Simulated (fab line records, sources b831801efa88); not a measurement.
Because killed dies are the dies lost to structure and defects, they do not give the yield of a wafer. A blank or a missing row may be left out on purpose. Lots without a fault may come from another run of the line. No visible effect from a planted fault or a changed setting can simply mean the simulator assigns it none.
Chamber matching :: flow sky130 :: SKY_VIA4_ETCH_12 on rie-diel-01: 4 sister chambers
The step etches SiO2 in C4F8/O2/Ar, stops on TiN, target depth 580 nm. 4 wafers are shown with their chamber, then 8 later ones without.

== WAFERS PAIRED WITH THEIR CHAMBERS ==
wafer: L082.2
chamber: 1
oes-product-au (a.u.): 0.928

wafer: L084.2
chamber: 3
oes-product-au (a.u.): 0.924

wafer: L084.6
chamber: 2
oes-product-au (a.u.): 0.925

wafer: L090.1
chamber: 0
oes-product-au (a.u.): 0.919

== WAFERS WITHOUT THEIR CHAMBER ==
wafer: L090.3
oes-product-au (a.u.): 0.924

wafer: L090.6
oes-product-au (a.u.): 0.919

wafer: L091.1
oes-product-au (a.u.): 0.923

wafer: L091.3
oes-product-au (a.u.): 0.920

wafer: L091.4
oes-product-au (a.u.): 0.925

wafer: L096.2
oes-product-au (a.u.): 0.927

wafer: L096.5
oes-product-au (a.u.): 0.926

wafer: L096.6
oes-product-au (a.u.): 0.928

== THE CHAMBER EACH PASSED THROUGH ==
wafer: L090.3
from the rows above: can't be placed: 3 or 2
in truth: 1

wafer: L090.6
from the rows above: 0
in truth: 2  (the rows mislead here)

wafer: L091.1
from the rows above: can't be placed: 3 or 2
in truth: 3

wafer: L091.3
from the rows above: 0
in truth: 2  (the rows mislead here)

wafer: L091.4
from the rows above: can't be placed: 2 or 3
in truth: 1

wafer: L096.2
from the rows above: can't be placed: 1 or 2
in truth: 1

wafer: L096.5
from the rows above: can't be placed: 2 or 1 or 3
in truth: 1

wafer: L096.6
from the rows above: 1
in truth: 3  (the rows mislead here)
0 of 8 placed correctly. Can't be placed from these rows: 5 (the true chamber is among the candidates in 3). Placed wrongly: 3.
How it was worked out, from the rows above alone: a wafer's distance from a chamber is the root of the sum, over the readings, of the square of ((its reading less the chamber's mean) divided by the reading's scatter). If the next closest chamber is less than 2 further off than the closest, the wafer can't be placed; otherwise it belongs to the closest. A chamber's mean is the mean of its shown wafers. The scatter: root of mean squared gap, hidden wafer to nearest shown wafer, with one shown wafer a chamber.
